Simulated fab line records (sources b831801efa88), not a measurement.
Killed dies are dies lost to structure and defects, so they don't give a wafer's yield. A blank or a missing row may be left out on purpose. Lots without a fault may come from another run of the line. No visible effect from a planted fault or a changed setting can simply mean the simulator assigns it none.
Comparing a struck lot with a sound one ; flow gf180mcu ; 25 steps out of a route of 602
Sound: the wafers L430.2, L430.4, L430.5. Struck: wafers L444.1, L444.2, L444.5. The cause is named last.
At each step with rows: each side's tool, then ch and its chambers, then its first start. Under that, the readings that differ: sound wafers ; struck wafers ; difference of the means ; sigmas: that difference in standard deviations of wafers without a fault.
alike: a reading whose means differ by less than 2 such deviations, as well as words and numbers matching on both sides. not compared: withheld readings; readings where some wafer has no value; bounds like >300 that might hide an equal value; numbers whose values overlap and for which the record gives no deviation.
A row with sigmas, a row that says differs or no value, or rows on one side alone: a step with any of these is where the two part. Non-overlapping numbers with no deviation appear without sigmas and do not part them. A reading missing from all wafers of one side parts the sides only when that side holds two or more wafers.

first, 4 steps without rows for these wafers: GF_V4_CLEAN_20 (cleans in DIW); GF_V4_SPUTTER_21 (material Ti, target thk 15 nm, time 80.02 s); GF_V4_SPUTTER_22 (material TiN, target thk 10 nm, time 40 s); GF_V4_CVD_23 (deposits W, target thk 350 nm, time 104.9 s).
GF_V4_RS_MEAS_24: the measuring method here is four-point-probe.
  sound on film_metro-03 at day 27 07:47; struck on film_metro-03 at day 30 19:32
  alike: V4_W_RS
GF_V4_THK_MEAS_25: measures by xrf.
  sound on film_metro-03 at day 27 07:54; struck on film_metro-03 at day 30 19:40
  alike: V4_W_THK
GF_V4_CMP_26: polishes, stops on SiO2, t overpolish 15 s, target thk 0 nm.
  sound on cmp-02 ch 0,2,3, day 27 08:03; struck on cmp-02 ch 0,2,3, day 30 19:49
  alike: head_pressure_psi, motor_current_A, overpolish_run_s, time_to_endpoint_s
then, 1 step without rows for these wafers: GF_MIM_SPUTTER_00 (material Ti, target thk 37.5 nm, time 150 s).
GF_MIM_SPUTTER_01: material TiN, target thk 30 nm, time 25 s.
  sound on pvd_sputter-03 at day 27 08:21; struck on pvd_sputter-03 at day 30 20:07
  alike: chamber_pressure_pa, throttle_valve_pct
then, 3 steps without rows for these wafers: GF_MIM_SPUTTER_02 (material AlCu, target thk 450 nm, time 23.9 s); GF_MIM_SPUTTER_03 (material Ti, target thk 10 nm, time 6.7 s); GF_MIM_SPUTTER_04 (material TiN, target thk 50 nm, time 41.7 s).
GF_MIM_CVD_05: deposits Si3N4, target thk 42 nm, time 29.086 s.
  sound on pecvd-04 ch 0,1, day 27 08:28; struck on pecvd-04 ch 0,1,2, day 30 20:14
  no value came back on the struck wafers for heater_power_outer_w (W), heater_power_w (W); on the sound wafers heater_power_outer_w (W) reads 392 396 383
GF_MIM_SPUTTER_07: material TiN, target thk 60 nm, time 50 s.
  sound on pvd_sputter-01 at day 27 08:34; struck on pvd_sputter-04 at day 30 20:20
  alike: chamber_pressure_pa, throttle_valve_pct
then, 1 step without rows for these wafers: GF_MIM_SPUTTER_08 (material AlCu, target thk 200 nm, time 10.6 s).
GF_MIM_SPUTTER_09: material TiN, target thk 35 nm, time 29.2 s.
  sound on pvd_sputter-01 at day 27 08:38; struck on pvd_sputter-04 at day 30 20:24
  alike: chamber_pressure_pa, throttle_valve_pct
then, 7 steps without rows for these wafers: GF_MIM_DEHYDRATE_12 (time 60 s); GF_MIM_HMDS_13 (prime time 60 s); GF_MIM_COAT_14 (resist thk 1000 nm); GF_MIM_SOFTBAKE_15 (time 60 s); GF_MIM_EXPOSE_16 (exposes mask FuseTop, target cd 2000 nm); GF_MIM_PEB_17; GF_MIM_DEVELOP_18 (develop time 60 s).
GF_MIM_METAL_ETCH_19: etches the open film in Cl2/BCl3, stops on Si3N4, target depth 324.5 nm, time 54.1 s.
  sound on rie_metal-04 ch 0,1, day 28 03:34; struck on rie_metal-03 ch 0,1, day 31 14:02
reading;sound;struck;difference;sigmas
oes_product_au (a.u.);0.943 0.947 0.930;0.992 0.988 0.978;+0.046;+7
throttle_valve_pct (%);28.297 28.283 28.295;28.242 28.222 28.224;-0.062;-6
model.MIM.feature_depth_nm (nm);295 295.8 291.3;320.5 324.4 316.8;+26.5;
model.etch.depth_nm (nm);295 295.8 291.3;320.5 324.4 316.8;+26.5;
  alike: drypump_motor_current_A
  not compared: rf_hours_counter_h
GF_MIM_STRIP_20: strips in O2/N2.
  sound on plasma_asher-01 ch 0,1, day 28 03:38; struck on plasma_asher-04 ch 0,1, day 31 14:06
reading;sound;struck;difference;sigmas
strip_time_to_endpoint_s (s);11.15 11.16 11.16;11.27 11.24 11.27;+0.10;+3
  alike: drypump_motor_current_A, heater_power_w, oes_product_au
  not compared: rf_hours_counter_h

WHERE THEY PART
Last at GF_MIM_STRIP_20 as far as this record goes, first at GF_MIM_CVD_05.

WHY: the cause the simulator had injected
Step skipped in full: pecvd-04, at GF_MIM_CVD_05, from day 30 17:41 onward. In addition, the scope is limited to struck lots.
